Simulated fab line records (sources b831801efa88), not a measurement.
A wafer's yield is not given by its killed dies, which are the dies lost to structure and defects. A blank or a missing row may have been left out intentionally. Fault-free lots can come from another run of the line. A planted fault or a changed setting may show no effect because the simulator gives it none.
Struck lot and sound lot, side by side || flow sfqLine || 15 steps out of a route of 325
Sound: these wafers, L570.3, L570.5, L570.6. The struck wafers were L579.2, L579.5, L579.6. At the end, the cause is stated.
At each step with rows: each side's tool, then ch and its chambers, then its first start. Under that, the readings that differ: sound wafers || struck wafers || difference of the means || sigmas: that difference in standard deviations of wafers without a fault.
alike: words and numbers the same on both sides, and readings whose means are apart by under 2 such deviations; not compared: readings that were withheld, readings missing a value for some wafer, numbers with overlapping values and no deviation given by the record, and bounds like >300 which may hide the same value.
A row with sigmas, a row that says differs or no value, or rows on one side alone: a step with any of these is where the two part. When numbers do not overlap yet have no deviation, they are printed without sigmas and do not part them. Lack of a reading on every wafer of one side parts them only where that side has two or more wafers.

first, 1 step without rows for these wafers: SFQ_TRILAYER_M3_STRIP_SOLV_CLEAN_080 (cleans in NMP, time 600 s).
SFQ_TRILAYER_I3_DEP_PECVD_081: deposits SiO2 from SiH4/N2O, time 111.11 s, target thk 500 nm.
  sound on pecvd-04 ch 0,2, day 44 18:11; struck on pecvd-03 ch 0,2, day 46 07:23
  alike: heaterPowerW, throttleValvePct
SFQ_TRILAYER_I3_CMP_CMP_082: polishes SiO2.
  sound on cmp-01 ch 2,3, day 44 23:01; struck on cmp-01 ch 0,1,3, day 47 03:15
  alike: motorCurrentA, timeToEndpointS
SFQ_I3_BOW_MEAS_922:
  sound on filmMetro-01, day 45 02:04; struck on filmMetro-01, day 47 05:16
  alike: I3_BOW
SFQ_TRILAYER_I3_METRO_MEASURE_083:
  sound on filmMetro-01, day 45 02:32; struck on filmMetro-01, day 47 05:34
  alike: thkNm
then, 6 steps without rows for these wafers: SFQ_TRILAYER_I3_VIA_LITHO_COAT_090 (resist thk 62 nm); SFQ_TRILAYER_I3_VIA_LITHO_COAT_085 (resist thk 650 nm); SFQ_TRILAYER_I3_VIA_LITHO_SOFTBAKE_089; SFQ_TRILAYER_I3_VIA_LITHO_EXPOSE_086 (exposes mask I3, target cd 500 nm); SFQ_TRILAYER_I3_VIA_LITHO_PEB_088 (peb time 60 s); SFQ_TRILAYER_I3_VIA_LITHO_DEVELOP_087 (time 60 s).
-- the record jumps here: 4 days lie between the struck wafers' starts before and after --
SFQ_I3_OVL_MEAS_923:
  sound on overlay-02, day 49 12:40; struck on overlay-01, day 51 17:14
  alike: I3_OVL
SFQ_TRILAYER_I3_VIA_BARC_OPEN_VIA_ETCH_121: etches BARC in O2, target depth 125 nm, time 41.7 s.
  sound on rieDiel-04 ch 1,2,3, day 49 12:41; struck on rieDiel-02 ch 0,1, day 51 17:16
{"reading": "oesProductAu (a.u.)", "sound": "0.686 0.690 0.687", "struck": "0.816 0.828 0.824", "difference": "+0.135", "sigmas": "+29"}
{"reading": "runLengthS (s)", "sound": "69.6 69.9 69.5", "struck": "60.5 60.2 59.9", "difference": -9.5, "sigmas": -24}
{"reading": "timeS (s)", "sound": "41.7 41.7 41.7", "struck": "29.19 29.19 29.19", "difference": -12.51, "sigmas": ""}
{"reading": "model.KrF_of_TRILAYER_I3_VIA_LITHO_COAT_085.thkNm (nm)", "sound": "572.8 572.8 572.9", "struck": "590.8 587.7 589.7", "difference": "+16.6", "sigmas": ""}
  alike: drypumpMotorCurrentA
  not compared: rfHoursCounterH
SFQ_TRILAYER_I3_VIA_ETCH_VIA_ETCH_088: etches SiO2 in CHF3, stops on Nb, target depth 260 nm.
  sound on rieDiel-04 ch 1,2,3, day 49 12:44; struck on rieDiel-02 ch 0,1, day 51 17:18
{"reading": "model.KrF_of_TRILAYER_I3_VIA_LITHO_COAT_085.thkNm (nm)", "sound": "528.3 528.2 528.5", "struck": "545.9 543 545.2", "difference": "+16.4", "sigmas": ""}
  alike: drypumpMotorCurrentA, oesProductAu
SFQ_TRILAYER_I3_VIA_STRIP_STRIP_089: strips in O2.
  sound on rieMetal-02 ch 0,1, day 49 13:02; struck on rieMetal-02 ch 0,1, day 51 17:25
  alike: drypumpMotorCurrentA, oesProductAu
  not compared: rfHoursCounterH

## WHERE THEY PART
At SFQ_TRILAYER_I3_VIA_BARC_OPEN_VIA_ETCH_121 and nowhere else, as far as this record goes. Later steps at which nothing parts them and some readings are alike: SFQ_TRILAYER_I3_VIA_ETCH_VIA_ETCH_088, SFQ_TRILAYER_I3_VIA_STRIP_STRIP_089.

WHY: what had been put in by the simulator
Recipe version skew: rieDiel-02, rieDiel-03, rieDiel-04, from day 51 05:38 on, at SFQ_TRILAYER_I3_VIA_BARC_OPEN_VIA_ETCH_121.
